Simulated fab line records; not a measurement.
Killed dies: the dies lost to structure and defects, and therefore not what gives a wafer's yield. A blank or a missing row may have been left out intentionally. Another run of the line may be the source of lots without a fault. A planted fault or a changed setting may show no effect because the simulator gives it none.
Which tool was responsible?	flow sky130	30 wafers from 10 lots sampled at 6 of the route's 708 steps

== WHAT EACH GAUGE READ, for each wafer ==
The record holds no reading of a measuring or inspecting step that can be judged against a usual standard deviation.

== TOOL THAT RAN EACH LOT (tool first, then ch and the chambers of the sampled wafers, then the start) ==
lot	SKY_FIELD_ISO_ETCH_15	SKY_FIELD_ISO_STRIP_16	SKY_VT_ADJUST_HVTR_STRIP_10	SKY_LI_CONTACT_STRIP_16	SKY_LI_CONTACT_CMP_24	SKY_PAD_OPEN_PROBE_99
L840	rieDiel-04 ch 1,2, day 2 15:44	plasmaAsher-01 ch 0,1, day 2 15:49	plasmaAsher-02 ch 0,1, day 10 03:39	plasmaAsher-01 ch 0,1, day 29 12:38	cmp-01 ch 1,2, day 29 13:23	prober-01, day 46 01:51
L841	rieDiel-03 ch 0,1,3, day 2 22:44	plasmaAsher-04 ch 0,1, day 2 22:49	plasmaAsher-04 ch 0,1, day 10 05:46	plasmaAsher-02 ch 0,1, day 29 16:23	cmp-01 ch 1,2, day 29 17:05	prober-02, day 46 03:57
L842	rieDiel-02 ch 0,2,3, day 3 02:47	plasmaAsher-04 ch 0,1, day 3 02:50	plasmaAsher-02 ch 0,1, day 10 14:02	plasmaAsher-04 ch 0,1, day 29 20:45	cmp-02 ch 0,2,3, day 29 21:34	prober-01, day 46 09:14
L843	rieDiel-03 ch 0,2, day 3 07:26	plasmaAsher-03 ch 0,1, day 3 07:30	plasmaAsher-02 ch 0,1, day 10 18:56	plasmaAsher-04 ch 0,1, day 30 08:54	cmp-01 ch 0,2, day 30 10:13	prober-02, day 46 17:50
L848	rieDiel-03 ch 1,2,3, day 4 09:11	plasmaAsher-01 ch 0,1, day 4 09:15	plasmaAsher-03 ch 0,1, day 12 16:55	plasmaAsher-02 ch 1, day 32 10:23	cmp-01 ch 1,3, day 32 11:11	prober-01, day 48 04:25
L850	rieDiel-03 ch 0,1,3, day 5 11:26	plasmaAsher-03 ch 0,1, day 5 11:29	plasmaAsher-03 ch 0,1, day 13 17:47	plasmaAsher-04 ch 0, day 33 22:23	cmp-01 ch 0,3, day 33 23:18	prober-02, day 49 03:27
L851	rieDiel-02 ch 0,1,3, day 5 11:41	plasmaAsher-01 ch 0,1, day 5 11:44	plasmaAsher-02 ch 0,1, day 13 17:32	plasmaAsher-01 ch 0,1, day 33 20:22	cmp-01 ch 1,2,3, day 33 21:12	prober-01, day 49 01:13
L856	rieDiel-04 ch 0,2,3, day 6 01:11	plasmaAsher-04 ch 0,1, day 6 01:14	plasmaAsher-02 ch 0,1, day 14 08:29	plasmaAsher-01 ch 0,1, day 34 13:50	cmp-02 ch 0,2,3, day 34 14:39	prober-01, day 49 16:05
L857	rieDiel-04 ch 1,2,3, day 6 06:56	plasmaAsher-01 ch 0,1, day 6 06:59	plasmaAsher-02 ch 0,1, day 14 15:55	plasmaAsher-04 ch 0,1, day 34 23:25	cmp-02 ch 0,1,2, day 35 00:12	prober-02, day 49 20:28
L858	rieDiel-02 ch 1,2, day 6 15:11	plasmaAsher-04 ch 0,1, day 6 15:14	plasmaAsher-04 ch 0,1, day 14 21:58	plasmaAsher-02 ch 0,1, day 35 05:10	cmp-02 ch 0,1, day 35 05:54	prober-01, day 49 23:50
- SKY_FIELD_ISO_ETCH_15: etches the open film in CHF3/O2, stops on Si, target depth 180 nm, time 72 s.
- SKY_FIELD_ISO_STRIP_16: strips in O2/N2.
- SKY_VT_ADJUST_HVTR_STRIP_10: strips in O2/N2.
- SKY_LI_CONTACT_STRIP_16: strips in O2/N2.
- SKY_LI_CONTACT_CMP_24: polishes, stops on PSG, t overpolish 20 s, target thk 0 nm.
- SKY_PAD_OPEN_PROBE_99

== AS READ BY THE TOOLS THEMSELVES (means over the sampled wafers that have a number; for cases with no such wafer, the mark the record gives instead) ==
SKY_FIELD_ISO_ETCH_15. Usual: chamberPressureMTorr 40.00 mTorr, standard deviation 0.035; drypumpMotorCurrentA 5.8 A, standard deviation 0.38; oesProductAu 0.943 a.u., standard deviation 0.0053; runLengthS 100.2 s, standard deviation 0.35; throttleValvePct 8.844 %, standard deviation 0.0096.
lot	tool	chamberPressureMTorr (mTorr)	drypumpMotorCurrentA (A)	oesProductAu (a.u.)	runLengthS (s)	throttleValvePct (%)	flag
L840	rieDiel-04	40.05	5.9	0.944	99.9	8.844	
L841	rieDiel-03	40.02	5.5	0.940	100.1	8.833	
L842	rieDiel-02	39.99	6.1	0.944	100.0	8.849	
L843	rieDiel-03	39.98	5.9	0.940	100.2	8.841	
L848	rieDiel-03	40.05	5.9	0.968	94.9	8.859	OFF
L850	rieDiel-03	39.96	5.5	0.961	95.1	8.845	OFF
L851	rieDiel-02	40.01	5.8	0.941	100.2	8.846	
L856	rieDiel-04	40.01	6.0	0.940	100.2	8.834	
L857	rieDiel-04	40.04	5.8	0.944	100.1	8.849	
L858	rieDiel-02	39.99	5.6	0.941	100.1	8.845	

SKY_FIELD_ISO_STRIP_16. Usual: chamberPressureMTorr 1500.0 mTorr, standard deviation 1.4; drypumpMotorCurrentA 6.0 A, standard deviation 0.38; oesProductAu 0.378 a.u., standard deviation 0.0054; stripTimeToEndpointS 3.54 s, standard deviation 0.04.
lot	tool	chamberPressureMTorr (mTorr)	drypumpMotorCurrentA (A)	oesProductAu (a.u.)	stripTimeToEndpointS (s)	flag
L840	plasmaAsher-01	1500.6	6.3	0.375	3.52	
L841	plasmaAsher-04	1500.9	5.7	0.380	3.53	
L842	plasmaAsher-04	1500.2	5.4	0.379	3.57	
L843	plasmaAsher-03	1499.6	6.1	0.377	3.50	
L848	plasmaAsher-01	1499.2	6.1	0.387	3.63	
L850	plasmaAsher-03	1501.2	6.3	0.384	3.66	OFF
L851	plasmaAsher-01	1499.1	6.1	0.378	3.57	
L856	plasmaAsher-04	1499.6	5.4	0.376	3.53	
L857	plasmaAsher-01	1499.3	6.1	0.379	3.58	
L858	plasmaAsher-04	1500.3	5.7	0.381	3.60	

SKY_VT_ADJUST_HVTR_STRIP_10. Usual: chamberPressureMTorr 1499.9 mTorr, standard deviation 1.5; drypumpMotorCurrentA 5.8 A, standard deviation 0.34; oesProductAu 0.715 a.u., standard deviation 0.0048; stripTimeToEndpointS 14.21 s, standard deviation 0.043.
lot	tool	chamberPressureMTorr (mTorr)	drypumpMotorCurrentA (A)	oesProductAu (a.u.)	stripTimeToEndpointS (s)	flag
L840	plasmaAsher-02	1498.2	5.7	0.716	14.26	
L841	plasmaAsher-04	1500.6	5.5	0.715	14.14	
L842	plasmaAsher-02	1499.3	5.7	0.721	14.15	
L843	plasmaAsher-02	1499.9	5.7	0.715	14.16	
L848	plasmaAsher-03	1500.0	6.2	0.717	14.19	
L850	plasmaAsher-03	1498.0	6.2	0.712	14.24	
L851	plasmaAsher-02	1500.8	5.7	0.710	14.23	
L856	plasmaAsher-02	1500.0	5.7	0.715	14.28	
L857	plasmaAsher-02	1499.8	5.7	0.715	14.25	
L858	plasmaAsher-04	1499.6	5.7	0.717	14.23	

SKY_LI_CONTACT_STRIP_16. Usual: chamberPressureMTorr 1500.1 mTorr, standard deviation 1.2; drypumpMotorCurrentA 5.8 A, standard deviation 0.33; oesProductAu 0.377 a.u., standard deviation 0.0051; stripTimeToEndpointS 3.51 s, standard deviation 0.038.
lot	tool	chamberPressureMTorr (mTorr)	drypumpMotorCurrentA (A)	oesProductAu (a.u.)	stripTimeToEndpointS (s)	flag
L840	plasmaAsher-01	1500.8	6.1	0.374	3.48	
L841	plasmaAsher-02	1500.6	5.7	0.377	3.55	
L842	plasmaAsher-04	1500.0	5.7	0.377	3.52	
L843	plasmaAsher-04	1499.9	5.4	0.379	3.52	
L848	plasmaAsher-02	1500.8	5.6	0.372	3.52	
L850	plasmaAsher-04	1499.3	5.2	0.373	3.49	
L851	plasmaAsher-01	1500.2	6.2	0.377	3.50	
L856	plasmaAsher-01	1498.5	6.2	0.374	3.48	
L857	plasmaAsher-04	1499.4	5.5	0.375	3.48	
L858	plasmaAsher-02	1501.0	5.7	0.376	3.49	

SKY_LI_CONTACT_CMP_24. Usual: motorCurrentA 11.6 A, standard deviation 0.91; overpolishRunS 19.999 s, standard deviation 0.0097; platenRpm 60.00 rpm, standard deviation 0.036; retainingRingPressureFrac 1.000, standard deviation 0.005; slurryFilterDpKPa 13.50 kPa, standard deviation 0.14; timeToEndpointS 94 s, standard deviation 3.6.
lot	tool	motorCurrentA (A)	overpolishRunS (s)	platenRpm (rpm)	retainingRingPressureFrac	slurryFilterDpKPa (kPa)	timeToEndpointS (s)	flag
L840	cmp-01	12.7	19.993	59.99	0.995	13.35	96	
L841	cmp-01	11.9	20.004	60.01	1.002	13.51	93	
L842	cmp-02	11.6	19.991	59.98	0.998	13.62	90	
L843	cmp-01	11.9	20.006	59.99	1.003	13.42	92	
L848	cmp-01	12.6	19.994	59.98	1.004	13.43	94	
L850	cmp-01	12.1	19.992	60.01	0.996	13.50	96	
L851	cmp-01	11.7	19.992	60.02	1.005	13.55	92	
L856	cmp-02	11.5	19.997	59.99	0.999	13.54	96	
L857	cmp-02	10.8	20.000	59.99	0.997	13.33	92	
L858	cmp-02	10.6	20.000	59.99	1.000	13.56	92	

SKY_PAD_OPEN_PROBE_99. Usual: killed_at_M0_to_M3 44, standard deviation 7.1; killed_at_M4_up 3.3, standard deviation 1.8; killedAtContacts 24, standard deviation 5.1; killedAtFrontEnd 16, standard deviation 4.7; killedAtOther 0.3, standard deviation 0.52; killedDies 87, standard deviation 9.7; killedOnRim 17, standard deviation 3.8; killedOpen 47, standard deviation 6.8; killedShort 39, standard deviation 6.7.
lot	tool	killed_at_M0_to_M3	killed_at_M4_up	killedAtContacts	killedAtFrontEnd	killedAtOther	killedDies	killedOnRim	killedOpen	killedShort	flag
L840	prober-01	43	3.0	22	13	0.7	82	15	40	43	
L841	prober-02	46	3.3	21	16	0.0	87	16	45	42	
L842	prober-01	45	2.7	24	12	0.0	83	18	45	38	
L843	prober-02	41	3.0	23	23	0.0	90	18	51	38	
L848	prober-01	47	1.3	24	157	0.3	229	45	51	42	OFF
L850	prober-02	39	4.7	22	153	0.3	218	42	40	45	OFF
L851	prober-01	53	3.7	25	15	1.0	97	20	52	45	
L856	prober-01	43	1.7	20	12	0.3	77	18	41	36	
L857	prober-02	42	3.3	23	11	0.3	80	15	42	39	
L858	prober-01	43	1.0	19	19	0.0	82	16	41	41	

== THE ANSWER, worked out from the rows above alone ==
Rule: a lot is off if the mean of its wafers that have a number lies more than 3 standard deviations from the usual mean. Also off: a lot with no number at a reading for which 4 or more lots have one. The other lots that the step has rows for count as sound. After the gauges, taken in route order, come the tools' own readings; for these a lot's mean is taken, as printed above. The first step at which some lot is off is used, and at that step the reading that is off furthest; a lot without a number counts as furthest.
Off, at SKY_FIELD_ISO_ETCH_15 on runLengthS: L848, L850.
If a tool, at that step or one of the process steps before it, ran each lot that is off and ran no sound lot following the first of them, it fits. One candidate fits, namely rieDiel-03 at SKY_FIELD_ISO_ETCH_15. A fault onset in the window from L843 (day 3 07:26, its last sound lot) to L848 (day 4 09:11, its first lot off) fits.
The tool's own readings at SKY_FIELD_ISO_ETCH_15 bear it out: on the lots that are off they differ by more than 5 times the standard deviation of the sound lots' means. oesProductAu reads 0.964 a.u. there against 0.942 a.u. on the sound lots; runLengthS reads 95.0 s there against 100.1 s on the sound lots.

== WHAT THE SIMULATOR HAD PUT IN ==
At SKY_FIELD_ISO_ETCH_15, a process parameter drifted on rieDiel-03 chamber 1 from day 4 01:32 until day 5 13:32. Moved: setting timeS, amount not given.
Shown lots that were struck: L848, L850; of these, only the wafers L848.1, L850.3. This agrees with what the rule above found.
